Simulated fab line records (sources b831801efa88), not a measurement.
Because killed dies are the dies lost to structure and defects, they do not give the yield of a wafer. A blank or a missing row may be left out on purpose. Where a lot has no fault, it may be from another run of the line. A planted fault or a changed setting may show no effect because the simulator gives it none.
A lot that was struck, set against a sound lot	flow gf180mcu	17 steps out of a route of 602
Sound: the wafers L354.1, L354.2, L354.3. Struck: wafer L374.2; the same lot's L374.1 was not struck, so it is left out; see the end for the cause.
Per side, at each step with rows, come the tool, then ch with its chambers, and then its first start. Under that, the readings that differ: sound wafers	struck wafers	difference of the means	sigmas: that difference in standard deviations of wafers without a fault.
alike: a reading whose means differ by less than 2 such deviations, as well as words and numbers matching on both sides. not compared: withheld readings; readings where some wafer has no value; bounds like >300 that might hide an equal value; numbers whose values overlap and for which the record gives no deviation.
Wherever a step has rows on one side only, a row that says differs or no value, or a row with sigmas, the two part there. Numbers that have no deviation but don't overlap get no sigmas and don't part them. Lack of a reading on every wafer of one side parts them only where that side has two or more wafers.

first, 4 steps without rows for these wafers: GF_M3_SOFTBAKE_10 (time 60 s); GF_M3_EXPOSE_11 (exposes mask Metal3, target cd 280 nm); GF_M3_PEB_12 (peb time 90 s); GF_M3_DEVELOP_13 (develop time 60 s).
GF_M3_CD_MEAS_14 targets a cd of 280 nm.
  sound: cdSem-01 at day 21 05:18; struck: cdSem-01 at day 28 05:36
  alike: cdNm
GF_M3_OVL_MEAS_15:
  sound: overlay-01 at day 21 05:25; struck: overlay-02 at day 28 05:43
  alike: M3_OVL
GF_M3_METAL_ETCH_16: etches the open film in Cl2/BCl3, stops on SiO2, target depth 750.8 nm, time 125.1 s.
  sound on rieMetal-03 ch 0,1, day 21 05:27; struck on rieMetal-03 ch 1, day 28 05:45
reading	sound	struck	difference	sigmas
oesProductAu (a.u.)	0.989 0.992 0.995	0.979	-0.013	-3
  alike: drypumpMotorCurrentA, throttleValvePct
  not compared: rfHoursCounterH
GF_M3_STRIP_17: strips in O2/N2.
  sound on plasmaAsher-03 ch 0,1, day 21 05:35; struck on plasmaAsher-04 ch 0, day 28 05:53
  alike: drypumpMotorCurrentA, heaterPowerW, oesProductAu, stripTimeToEndpointS
  not compared: rfHoursCounterH
then, 3 steps without rows for these wafers: GF_M3_STRIP_18 (strips in post etch residue remover, time 1200 s); GF_M3_CLEAN_19 (cleans in DIW); GF_V3_CVD_00 (deposits SiO2, target thk 600 nm, time 100 s).
GF_V3_THK_MEAS_01:
  sound: filmMetro-02 at day 21 06:11; struck: filmMetro-01 at day 28 06:31
  alike: V3_CVD_00_THK
GF_V3_CVD_02: deposits SiO2 from TEOS, target thk 850 nm, time 94.851 s.
  sound on pecvd-01 ch 0,1,2, day 21 06:15; struck on pecvd-03 ch 2, day 28 06:35
reading	sound	struck	difference	sigmas
runLengthS (s)	121.9 123.4 122.6	113.4	-9.2	-17
model.SiO2_of_V3_CVD_02.thkNm (nm)	836.3 848.1 844.8	758.6	-84.5	
  alike: heaterPowerW
GF_V3_THK_MEAS_03:
  sound: filmMetro-01 at day 21 06:19; struck: filmMetro-02 at day 28 06:39
reading	sound	struck	difference	sigmas
V3_CVD_02_THK (nm)	836 848 845	759	-84	-8
GF_V3_CMP_04: polishes SiO2.
  sound on cmp-02 ch 0,2,3, day 21 06:23; struck on cmp-02 ch 3, day 28 06:43
reading	sound	struck	difference	sigmas
timeToEndpointS (s)	76 77 78	46	-31	-6
  alike: motorCurrentA, platenRpm
GF_V3_BOW_MEAS_05:
  sound: filmMetro-02 at day 21 06:41; struck: filmMetro-01 at day 28 07:01
reading	sound	struck	difference	sigmas
V3_BOW (um)	110 113 114	141	+29	+3
-- the record jumps here: 6 days lie between the struck wafers' starts before and after (it left off in module V3 and takes up again in module PASSIVATION, whose first step shown is number 602 of the route) --
GF_PASSIVATION_PROBE_99:
  the record has rows for the struck wafers here (prober-02, day 34 14:44) and none for the sound ones

WHERE THEY PART
Earliest at GF_M3_METAL_ETCH_16; latest, in this record, at GF_PASSIVATION_PROBE_99.

WHY: what had been put in by the simulator
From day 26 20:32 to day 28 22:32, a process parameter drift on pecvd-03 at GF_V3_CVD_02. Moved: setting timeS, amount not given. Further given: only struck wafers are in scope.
